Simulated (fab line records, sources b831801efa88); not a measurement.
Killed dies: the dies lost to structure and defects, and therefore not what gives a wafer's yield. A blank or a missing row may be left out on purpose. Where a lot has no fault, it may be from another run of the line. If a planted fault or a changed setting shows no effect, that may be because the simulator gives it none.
Commonality check across tools | flow sky130 | Sampled: 13 lots, 39 wafers

## REASON IT WAS OPENED
Of 13 lots, 2 have the reading VIA3_OVL flagged at SKY_VIA3_OVL_MEAS_13. Fault-free wafers read 0 nm, with a standard deviation of 4.1.
Rule: flag the lot when none of its wafers has a number, or when each of its wafers that has one lies beyond 4 standard deviations from that mean. All remaining lots are regarded as sound.

lot  | measured     | on         | VIA3_OVL (nm), wafer by wafer | flag
L745 | day 40 01:01 | overlay-02 | 2 0 -2                        | 
L746 | day 40 08:00 | overlay-01 | -3 -6 -5                      | 
L748 | day 41 07:00 | overlay-02 | -4 2 -3                       | 
L749 | day 42 06:54 | overlay-02 | 1 2 3                         | 
L751 | day 42 12:02 | overlay-02 | -6 -9 -12                     | 
L750 | day 42 13:48 | overlay-01 | -3 -3 1                       | 
L753 | day 43 04:24 | overlay-02 | 32 40 32                      | FLAGGED
L754 | day 43 06:21 | overlay-02 | 31 33 30                      | FLAGGED
L758 | day 43 16:33 | overlay-01 | 1 -1 0                        | 
L757 | day 44 01:40 | overlay-01 | -1 -3 -1                      | 
L764 | day 45 06:15 | overlay-01 | -5 -1 -5                      | 
L766 | day 46 03:56 | overlay-02 | 4 4 3                         | 
L768 | day 46 09:17 | overlay-02 | -3 0 -6                       | 
The numbers of the flagged lots are 33 nm on average: +33 nm against the usual, or +8 standard deviations.

## EACH LOT AND THE TOOL IT RAN ON
3 process steps preceding the reading are held in the record, out of 708 steps in the route. In each cell: the tool, then ch and the chambers that the sampled wafers went through, then the start.
lot  | flag    | SKY_CAPM_CVD_00                 | SKY_VIA3_CMP_02               | SKY_VIA3_EXPOSE_09
L745 |         | pecvd-04 ch 1,2, day 36 17:04   | cmp-02 ch 0,1, day 38 22:56   | krfScanner-02 ch 0, day 39 12:44
L746 |         | pecvd-03 ch 0,2, day 37 01:21   | cmp-02 ch 1,2,3, day 39 05:19 | krfScanner-01 ch 0, day 39 20:06
L748 |         | pecvd-01 ch 0,1,2, day 38 01:19 | cmp-02 ch 2,3, day 40 06:47   | krfScanner-01 ch 0, day 40 20:21
L749 |         | pecvd-01 ch 0,1, day 39 01:26   | cmp-01 ch 0,1, day 41 05:43   | krfScanner-02 ch 0, day 41 19:31
L751 |         | pecvd-04 ch 0,1,2, day 39 07:04 | cmp-02 ch 0,1,3, day 41 11:15 | krfScanner-01 ch 0, day 41 23:55
L750 |         | pecvd-03 ch 0,2, day 39 09:39   | cmp-01 ch 0,1, day 41 12:55   | krfScanner-01 ch 0, day 42 01:45
L753 | FLAGGED | pecvd-04 ch 0,1,2, day 40 02:04 | cmp-02 ch 0,1,2, day 42 03:46 | krfScanner-01 ch 0, day 42 16:44
L754 | FLAGGED | pecvd-01 ch 0,1, day 40 03:56   | cmp-01 ch 0,2,3, day 42 06:15 | krfScanner-01 ch 0, day 42 19:25
L758 |         | pecvd-01 ch 0,2, day 40 15:31   | cmp-01 ch 0,1,2, day 42 16:52 | krfScanner-02 ch 0, day 43 05:05
L757 |         | pecvd-01 ch 1,2, day 40 23:06   | cmp-02 ch 0,2,3, day 43 02:10 | krfScanner-02 ch 0, day 43 14:13
L764 |         | pecvd-03 ch 0,1, day 42 06:00   | cmp-01 ch 0,1,3, day 44 07:26 | krfScanner-02 ch 0, day 44 19:46
L766 |         | pecvd-04 ch 0,1,2, day 43 06:29 | cmp-01 ch 0,2,3, day 45 06:11 | krfScanner-02 ch 0, day 45 18:19
L768 |         | pecvd-04 ch 0,1,2, day 43 10:52 | cmp-01 ch 1,2,3, day 45 12:47 | krfScanner-02 ch 0, day 45 23:52
What these steps do:
- SKY_CAPM_CVD_00: deposits SiO2, target thk 15.5 nm.
- SKY_VIA3_CMP_02: polishes SiO2.
- SKY_VIA3_EXPOSE_09: exposes mask VIM3, target cd 200 nm.
- SKY_VIA3_OVL_MEAS_13

## FLAGGED OVER TOTAL, TOOL BY TOOL (the gauges that took the reading come last)
step                 | tool          | lots run | flagged | share of the flagged lots | sound lots run after its first flagged lot
SKY_CAPM_CVD_00      | pecvd-01      | 5        | 1       | some                      | 2 (L758,L757)
SKY_CAPM_CVD_00      | pecvd-03      | 3        | 0       | none                      | -
SKY_CAPM_CVD_00      | pecvd-04      | 5        | 1       | some                      | 2 (L766,L768)
SKY_VIA3_CMP_02      | cmp-01        | 7        | 1       | some                      | 4 (L758,L764,L766,L768)
SKY_VIA3_CMP_02      | cmp-02        | 6        | 1       | some                      | 1 (L757)
SKY_VIA3_EXPOSE_09   | krfScanner-01 | 6        | 2       | all                       | 0
SKY_VIA3_EXPOSE_09   | krfScanner-02 | 7        | 0       | none                      | -
SKY_VIA3_OVL_MEAS_13 | overlay-01    | 5        | 0       | none                      | -
SKY_VIA3_OVL_MEAS_13 | overlay-02    | 8        | 2       | all                       | 2 (L766,L768)

## WHAT THE TABLE ALLOWS
krfScanner-01 at SKY_VIA3_EXPOSE_09 and overlay-02 at SKY_VIA3_OVL_MEAS_13 are the 2 rows of the table that ran each flagged lot.
- krfScanner-01 at SKY_VIA3_EXPOSE_09 ran 6 lots, 2 of them flagged. A fault beginning between L750 (day 42 01:45), its last sound lot, and L753 (day 42 16:44), its first flagged one, fits the data.
- overlay-02 at SKY_VIA3_OVL_MEAS_13 ran 8 lots, 2 of them flagged. After the first flagged lot (L766, L768), sound lots still ran on it; a lasting fault on the whole tool would not permit that.
One tool is left: krfScanner-01 at SKY_VIA3_EXPOSE_09.

## WHAT THE SIMULATOR HAD PUT IN
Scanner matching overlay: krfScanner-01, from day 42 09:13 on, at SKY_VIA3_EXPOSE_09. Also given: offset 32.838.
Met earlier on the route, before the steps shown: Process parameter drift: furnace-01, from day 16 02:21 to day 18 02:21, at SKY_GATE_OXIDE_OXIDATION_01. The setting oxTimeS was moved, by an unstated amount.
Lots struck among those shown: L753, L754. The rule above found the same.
